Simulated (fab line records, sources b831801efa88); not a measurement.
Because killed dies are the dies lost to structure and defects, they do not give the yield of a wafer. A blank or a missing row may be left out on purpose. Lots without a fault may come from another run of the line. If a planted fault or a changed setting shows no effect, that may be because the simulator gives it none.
2 desks, one fault    flow gf180mcu    only its own numbers are on each desk; what lay behind them is given at the end

AT THE TOOL OWNER'S DESK: rtp anneal-02
Per lot that ran on this tool, the mean of the sampled wafers carrying a number, from the tool's own readings at GF_PSD_RTA_13 (time 20 s). If a lot's mean is further than 4 standard deviations from the usual mean, the lot is out of limits and carries the mark OUT (the distance appears in the brackets).
Columns: A = lamp power pct at GF_PSD_RTA_13, usual 36.6 %; B = run length s at GF_PSD_RTA_13, usual 48.8 s; C = wafer_temp_C_max at GF_PSD_RTA_13, usual 1029.2
lot   first seen here  A     B               C
L909  day 14 21:31     37.8  48.6            1030.3
L912  day 15 23:28     37.8  48.6            1028.9
L913  day 16 06:19     37.9  48.5            1029.4
L914  day 16 15:43     37.8  48.6            1029.8
L917  day 18 00:19     37.8  48.5            1029.4
L918  day 18 09:01     37.8  60.4 (+19) OUT  1029.2
L919  day 19 10:45     37.8  62.7 (+22) OUT  1030.4
L921  day 19 18:39     37.8  62.5 (+22) OUT  1029.2
L929  day 22 07:19     37.8  48.6            1029.7
L930  day 22 12:19     37.8  48.8            1028.9
Finding of this desk: L918, L919, L921 out of limits; the first was L918 at day 18 09:01, on run length s at GF_PSD_RTA_13. L909, L912, L913, L914, L917, L929, L930: within limits.

THE METROLOGY DESK
Lot by lot, what the gauges showed, no matter which tool ran the lot: averages of those sampled wafers that carry a number. If a lot's mean is further than 4 standard deviations from the usual mean, the lot is out of limits and carries the mark OUT (the distance appears in the brackets).
Columns: A = cd nm at GF_HV_LDD_CD_MEAS_31, usual 400.0 nm; B = cd nm at GF_NSD_CD_MEAS_07, usual 399.5 nm; C = NSD_OVL at GF_NSD_OVL_MEAS_08, usual 1.2 nm; D = NSD_RS at GF_PSD_RS_MEAS_14, usual 46.54 ohm/sq; E = PSD_RS at GF_PSD_RS_MEAS_15, usual 108.61 ohm/sq
lot   first seen here  A      B      C     D                E
L909  day 12 03:27     403.1  401.2  1.9   46.49            108.30
L911  day 12 21:54     401.1  399.1  1.7   46.48            108.21
L912  day 13 04:32     398.6  399.8  2.7   46.65            108.89
L913  day 13 09:49     398.7  398.1  4.0   46.44            108.42
L914  day 13 17:27     397.7  399.9  -0.4  46.48            108.56
L917  day 14 22:20     400.0  399.3  -0.1  46.63            108.85
L918  day 15 07:41     403.5  400.1  2.0   44.05 (-29) OUT  103.31 (-19) OUT
L919  day 16 05:54     401.3  397.4  0.1   44.05 (-29) OUT  103.40 (-19) OUT
L921  day 16 12:43     399.2  400.0  1.2   44.05 (-29) OUT  103.31 (-19) OUT
L920  day 16 15:36     403.1  400.9  1.3   46.51            108.83
L927  day 18 03:48     401.2  404.1  1.4   46.56            108.87
L929  day 19 02:46     398.4  399.1  2.4   46.58            108.80
L930  day 19 08:38     401.6  397.0  1.3   46.66            108.91
This desk's result: L918, L919, L921 out of limits, first on L918 (NSD_RS at GF_PSD_RS_MEAS_14), day 18 09:06. L909, L911, L912, L913, L914, L917, L920, L927, L929, L930: within limits.

ALL TOGETHER
At day 18 09:01, on L918, L919, L921, the tool owner's desk was in a position to raise an alarm.
An alarm was possible from the metrology desk at day 18 09:06, on L918, L919, L921.
Every lot named ran GF_PSD_RTA_13 on rtp anneal-02.

WHAT THE SIMULATOR PUT IN
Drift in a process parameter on rtp anneal-02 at GF_PSD_RTA_13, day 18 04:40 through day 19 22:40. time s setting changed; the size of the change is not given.
Lots struck among those shown: L918, L919, L921.
Delay (hours) between the fault's onset and each desk's first out-of-limits reading: 4 at the tool owner's desk, 4 at the metrology desk.
